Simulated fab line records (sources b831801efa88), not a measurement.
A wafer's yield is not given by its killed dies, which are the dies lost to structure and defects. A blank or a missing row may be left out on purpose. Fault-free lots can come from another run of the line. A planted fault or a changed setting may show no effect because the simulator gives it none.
Which tool was responsible? | flow gf180mcu | 33 wafers from 11 lots sampled at 3 of the route's 602 steps

== WHAT EACH GAUGE READ, for each wafer ==
GF_NWELL_TW_MEAS_11.
lot  | measured    | on            | NWELL_TW
L719 | day 3 08:24 | film_metro-02 | 1573 1583 1580
L720 | day 3 14:03 | film_metro-01 | 1591 1580 1580
L721 | day 3 18:25 | film_metro-02 | 1574 1566 1569
L722 | day 4 00:23 | film_metro-04 | 1585 1594 1592
L723 | day 4 06:13 | film_metro-02 | 1572 1576 1576
L726 | day 4 22:27 | film_metro-01 | 1587 1580 1590
L731 | day 6 05:20 | film_metro-01 | 1587 1577 1576
L732 | day 6 07:44 | film_metro-02 | 1568 1576 1568
L738 | day 7 14:59 | film_metro-01 | 1579 1576 1568
L740 | day 8 01:37 | film_metro-01 | 1574 1578 1569
L741 | day 8 08:49 | film_metro-04 | 1592 1595 1593

GF_MVPSD_OVL_MEAS_07.
lot  | measured     | on         | MVPSD_OVL (nm)
L719 | day 5 02:28  | overlay-02 | 0.2 1.0 -1.5
L720 | day 5 07:54  | overlay-02 | -1.8 -2.5 0.2
L721 | day 5 13:07  | overlay-02 | -0.5 -0.6 1.2
L722 | day 5 18:25  | overlay-02 | 1.1 0.0 -1.7
L723 | day 6 01:45  | overlay-01 | -0.1 -2.1 -1.2
L726 | day 6 18:37  | overlay-02 | -0.8 -1.2 -0.5
L731 | day 8 05:08  | overlay-01 | 0.2 0.6 0.7
L732 | day 8 06:23  | overlay-02 | -0.6 -2.0 -2.7
L738 | day 9 17:53  | overlay-01 | 1.3 0.5 0.4
L740 | day 10 05:09 | overlay-02 | -0.5 -1.0 -0.8
L741 | day 10 11:39 | overlay-02 | 0.4 -0.3 -0.6

== WHICH TOOL RAN EACH LOT (tool, then ch and the chambers of the sampled wafers, then the start) ==
lot  | GF_MVSD_EXPOSE_04
L719 | iline_stepper-02 ch 0, day 4 04:42
L720 | iline_stepper-02 ch 0, day 4 10:48
L721 | iline_stepper-02 ch 0, day 4 15:18
L722 | iline_stepper-01 ch 0, day 4 21:19
L723 | iline_stepper-01 ch 0, day 5 03:50
L726 | iline_stepper-01 ch 0, day 5 20:07
L731 | iline_stepper-02 ch 0, day 7 04:59
L732 | iline_stepper-02 ch 0, day 7 06:21
L738 | iline_stepper-01 ch 0, day 8 16:14
L740 | iline_stepper-01 ch 0, day 9 02:20
L741 | iline_stepper-01 ch 0, day 9 09:45
- GF_MVSD_EXPOSE_04: exposes mask MVSD, target cd 1000 nm.

== AS READ BY THE TOOLS THEMSELVES (means over the sampled wafers that have a number; for cases with no such wafer, the mark the record gives instead) ==
GF_MVSD_EXPOSE_04.
lot  | tool             | exposure_dose_mJ_cm2
L719 | iline_stepper-02 | 259.98
L720 | iline_stepper-02 | 259.76
L721 | iline_stepper-02 | 259.54
L722 | iline_stepper-01 | 259.58
L723 | iline_stepper-01 | 259.79
L726 | iline_stepper-01 | 259.86
L731 | iline_stepper-02 | 244.51
L732 | iline_stepper-02 | 244.68
L738 | iline_stepper-01 | 259.78
L740 | iline_stepper-01 | 260.06
L741 | iline_stepper-01 | 260.15

== THE ANSWER, worked out from the rows above alone ==
Rule: usual is defined by the lots themselves. The widest of any qualifying gaps counts: lots, ordered by their means at a reading, are off when they make up no more than a third of the lots, leave a main group of 4 or more, and stand apart from it by 3 or more times the standard deviation of that group's means. A main group is skipped when, at the precision printed for the reading in the tables above, its means are all equal. A lot without any number at a reading at which 4 lots or more have one is off too. All remaining lots with rows at the step are treated as sound. Order of review: gauges by route order, followed by the tools' own readings, for which a lot's mean as printed above is used. The first step at which some lot is off is used, and at that step the reading that is off furthest; a lot without a number counts as furthest.
Off: L731, L732 (GF_MVSD_EXPOSE_04, exposure_dose_mJ_cm2). Mean 259.83 and standard deviation 0.19 in the main group.
If a tool, at that step or one of the process steps before it, ran each lot that is off and ran no sound lot following the first of them, it fits. One fits: iline_stepper-02 at GF_MVSD_EXPOSE_04. Its last sound lot is L721 (day 4 15:18), its first lot that is off L731 (day 7 04:59): a fault that began between those two fits.
On the lots that are off, the tool's own readings at GF_MVSD_EXPOSE_04 differ by more than 5 times the standard deviation of the sound lots' means, which bears it out; exposure_dose_mJ_cm2 reads 244.59 there versus 259.83 on the sound lots.

== WHAT THE SIMULATOR HAD PUT IN ==
Process parameter drift: iline_stepper-02, from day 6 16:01 on, at GF_MVSD_EXPOSE_04. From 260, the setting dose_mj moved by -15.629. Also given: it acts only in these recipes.
Lots struck among those shown: L731, L732. Same finding as the rule above.
